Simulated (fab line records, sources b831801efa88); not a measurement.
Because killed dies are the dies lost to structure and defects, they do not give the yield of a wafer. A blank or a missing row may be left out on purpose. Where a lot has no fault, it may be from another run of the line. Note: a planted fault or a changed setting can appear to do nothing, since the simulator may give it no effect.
What tool caused it? -- flow sfq line -- 13 lots, 39 wafers sampled, at 5 steps of a route of 325

## WHAT THE GAUGES READ, wafer by wafer
Not one reading of a measure or inspect step in the record can be checked against a usual standard deviation.

## EACH LOT AND THE TOOL THAT RAN IT (in order: tool; ch and the chambers of the sampled wafers; start)
lot,SFQ_TRILAYER_L0_CAP_PECVD_011,SFQ_TRILAYER_L0_VIA_ETCH_VIA_ETCH_016,SFQ_TRILAYER_I2_DEP_PECVD_063,SFQ_TRILAYER_R5_ETCH_METAL_ETCH_139,SFQ_TRILAYER_M6_ETCH_METAL_ETCH_162
L713,"pecvd-01 ch 0,1, day 2 11:32","rie diel-02 ch 0,1,2, day 5 04:47","pecvd-04 ch 0,1,2, day 30 12:48","rie metal-02 ch 1, day 61 13:02","rie metal-03 ch 0,1, day 71 21:14"
L715,"pecvd-01 ch 0,1,2, day 2 14:58","rie diel-04 ch 0,1,3, day 5 09:35","pecvd-02 ch 0,1,2, day 31 06:23","rie metal-02 ch 0,1, day 62 08:06","rie metal-04 ch 0,1, day 72 10:26"
L716,"pecvd-03 ch 0,1,2, day 2 17:22","rie diel-04 ch 1,2, day 5 13:11","pecvd-02 ch 0,1, day 31 15:13","rie metal-01 ch 0,1, day 62 10:30","rie metal-03 ch 0,1, day 72 11:40"
L718,"pecvd-04 ch 0,2, day 2 20:58","rie diel-02 ch 0,2,3, day 5 19:11","pecvd-02 ch 0,1,2, day 32 14:14","rie metal-01 ch 0,1, day 68 03:55","rie metal-04 ch 0,1, day 77 02:30"
L719,"pecvd-03 ch 1,2, day 2 22:10","rie diel-04 ch 0,3, day 5 20:23","pecvd-02 ch 1,2, day 32 20:02","rie metal-02 ch 0,1, day 68 06:19","rie metal-03 ch 0,1, day 77 04:54"
L723,"pecvd-01 ch 0,1, day 4 10:23","rie diel-03 ch 0,3, day 6 16:05","pecvd-04 ch 0,1,2, day 34 17:08","rie metal-01 ch 0,1, day 69 12:08","rie metal-04 ch 0,1, day 78 12:06"
L724,"pecvd-03 ch 1,2, day 4 19:59","rie diel-02 ch 1,2,3, day 6 22:47","pecvd-03 ch 0,2, day 35 10:14","rie metal-01 ch 0,1, day 69 13:20","rie metal-01 ch 0,1, day 78 14:30"
L725,"pecvd-01 ch 0,2, day 5 01:59","rie diel-02 ch 0,2, day 7 08:23","pecvd-02 ch 0,1, day 36 04:16","rie metal-04 ch 0,1, day 69 14:31","rie metal-03 ch 0, day 78 16:58"
L726,"pecvd-03 ch 0,1,2, day 5 07:02","rie diel-04 ch 0,2, day 7 17:59","pecvd-04 ch 1,2, day 36 11:31","rie metal-01 ch 0,1, day 69 15:46","rie metal-04 ch 0, day 78 19:26"
L727,"pecvd-01 ch 0,1, day 5 11:50","rie diel-03 ch 0,2, day 8 02:23","pecvd-03 ch 0,1, day 36 16:23","rie metal-04 ch 0,1, day 69 17:40","rie metal-01 ch 0,1, day 79 09:42"
L728,"pecvd-03 ch 1,2, day 5 23:47","rie diel-02 ch 0,1, day 9 02:31","pecvd-03 ch 0,1, day 36 21:59","rie metal-02 ch 0,1, day 75 03:25","rie metal-03 ch 0,1, day 79 19:46"
L733,"pecvd-03 ch 0,2, day 8 15:19","rie diel-02 ch 0,2,3, day 13 01:23","pecvd-02 ch 1,2, day 37 05:35","rie metal-02 ch 0, day 76 02:17","rie metal-01 ch 0,1, day 80 10:13"
L736,"pecvd-01 ch 0,2, day 9 22:31","rie diel-02 ch 0,2, day 14 10:26","pecvd-04 ch 1,2, day 39 17:35","rie metal-04 ch 0,1, day 77 12:06","rie metal-03 ch 0,1, day 81 08:28"
- SFQ_TRILAYER_L0_CAP_PECVD_011: deposits SiO2 from SiH4/N2O, time 13.333 s, target thk 60 nm.
- SFQ_TRILAYER_L0_VIA_ETCH_VIA_ETCH_016: etches SiO2 in CHF3, stops on MoNx KI, target depth 80 nm.
- SFQ_TRILAYER_I2_DEP_PECVD_063: deposits SiO2 from SiH4/N2O, time 111.11 s, target thk 500 nm.
- SFQ_TRILAYER_R5_ETCH_METAL_ETCH_139: etches the open film in Cl2, stops on SiO2, target depth 60 nm, time 40 s.
- SFQ_TRILAYER_M6_ETCH_METAL_ETCH_162: etches Nb in Cl2/Ar, stops on SiO2, target depth 240 nm, time 120 s.

## AS READ BY THE TOOLS THEMSELVES (means over the sampled wafers that have a number; for cases with no such wafer, the mark the record gives instead)
SFQ_TRILAYER_L0_CAP_PECVD_011.
lot,tool,heater power w (W),rf fwd power W (W),throttle valve pct (%)
L713,pecvd-01,64,179.1,28.6
L715,pecvd-01,72,179.4,27.3
L716,pecvd-03,102,180.0,23.6
L718,pecvd-04,83,181.6,24.4
L719,pecvd-03,93,179.7,23.8
L723,pecvd-01,82,178.8,28.6
L724,pecvd-03,93,180.7,24.0
L725,pecvd-01,77,180.0,26.2
L726,pecvd-03,97,180.2,23.9
L727,pecvd-01,81,179.4,28.6
L728,pecvd-03,90,180.6,24.3
L733,pecvd-03,113,159.4,24.1
L736,pecvd-01,81,179.7,23.3

SFQ_TRILAYER_L0_VIA_ETCH_VIA_ETCH_016.
lot,tool,drypump motor current A (A),oes product au (a.u.)
L713,rie diel-02,5.7,0.837
L715,rie diel-04,5.8,0.844
L716,rie diel-04,5.9,0.843
L718,rie diel-02,5.8,0.842
L719,rie diel-04,5.5,0.841
L723,rie diel-03,6.2,0.845
L724,rie diel-02,6.1,0.845
L725,rie diel-02,5.5,0.849
L726,rie diel-04,6.0,0.838
L727,rie diel-03,6.1,0.838
L728,rie diel-02,5.5,0.850
L733,rie diel-02,5.9,0.826
L736,rie diel-02,5.6,0.840

SFQ_TRILAYER_I2_DEP_PECVD_063.
lot,tool,heater power w (W),rf fwd power W (W),throttle valve pct (%)
L713,pecvd-04,87,182.4,22.9
L715,pecvd-02,78,182.0,24.5
L716,pecvd-02,86,181.9,24.3
L718,pecvd-02,80,182.7,24.7
L719,pecvd-02,78,183.1,23.9
L723,pecvd-04,93,183.4,23.7
L724,pecvd-03,100,182.3,25.8
L725,pecvd-02,83,182.3,24.3
L726,pecvd-04,94,182.3,23.4
L727,pecvd-03,91,182.8,26.2
L728,pecvd-03,101,182.7,26.1
L733,pecvd-02,77,182.3,24.2
L736,pecvd-04,86,182.7,24.3

SFQ_TRILAYER_R5_ETCH_METAL_ETCH_139.
lot,tool,drypump motor current A (A),oes product au (a.u.)
L713,rie metal-02,4.8,0.988
L715,rie metal-02,5.4,0.992
L716,rie metal-01,5.9,0.988
L718,rie metal-01,5.9,0.986
L719,rie metal-02,5.4,0.992
L723,rie metal-01,5.9,0.991
L724,rie metal-01,5.9,0.992
L725,rie metal-04,5.3,0.987
L726,rie metal-01,5.9,0.998
L727,rie metal-04,5.2,0.989
L728,rie metal-02,5.4,0.993
L733,rie metal-02,5.7,0.994
L736,rie metal-04,5.1,0.991

SFQ_TRILAYER_M6_ETCH_METAL_ETCH_162.
lot,tool,drypump motor current A (A),oes product au (a.u.)
L713,rie metal-03,5.8,0.892
L715,rie metal-04,5.3,0.895
L716,rie metal-03,5.8,0.908
L718,rie metal-04,5.1,0.901
L719,rie metal-03,5.4,0.887
L723,rie metal-04,5.1,0.894
L724,rie metal-01,5.8,0.899
L725,rie metal-03,4.9,0.894
L726,rie metal-04,5.4,0.897
L727,rie metal-01,5.9,0.894
L728,rie metal-03,5.8,0.903
L733,rie metal-01,5.9,0.896
L736,rie metal-03,5.4,0.898

## THE ANSWER, worked out from the rows above alone
Rule: the usual values come from the lots themselves. Put in order of their means at a reading, lots are off if they are a third of the lots or fewer, leave a main group of 4 or more, and stand apart from it by a gap of 3 or more times the standard deviation of the main group's means; of several such gaps the widest counts. A main group whose means are all the same, to the digits that the tables above print for the reading, isn't used. A lot without any number at a reading at which 4 lots or more have one is off too. Any other lot the step has rows for is counted as sound. Order of review: gauges by route order, followed by the tools' own readings, for which a lot's mean as printed above is used. At the first step where some lot is off, the reading lying furthest off is the one used; lots without a number count as furthest.
Off, at SFQ_TRILAYER_L0_CAP_PECVD_011 on rf fwd power W: L733. Mean 179.9 W and standard deviation 0.74 in the main group.
If a tool, at that step or one of the process steps before it, ran each lot that is off and ran no sound lot following the first of them, it fits. One fits: pecvd-03 at SFQ_TRILAYER_L0_CAP_PECVD_011. Its last sound lot is L728 (day 5 23:47), its first lot that is off L733 (day 8 15:19): a fault that began between those two fits.
The tool's own readings at SFQ_TRILAYER_L0_CAP_PECVD_011 bear it out: on the lots that are off they differ by more than 5 times the standard deviation of the sound lots' means. rf fwd power W reads 159.4 W there against 179.9 W on the sound lots.

## WHAT WAS PUT IN BY THE SIMULATOR
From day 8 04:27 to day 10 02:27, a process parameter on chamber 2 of pecvd-03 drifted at SFQ_TRILAYER_L0_CAP_PECVD_011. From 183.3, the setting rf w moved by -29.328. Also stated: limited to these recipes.
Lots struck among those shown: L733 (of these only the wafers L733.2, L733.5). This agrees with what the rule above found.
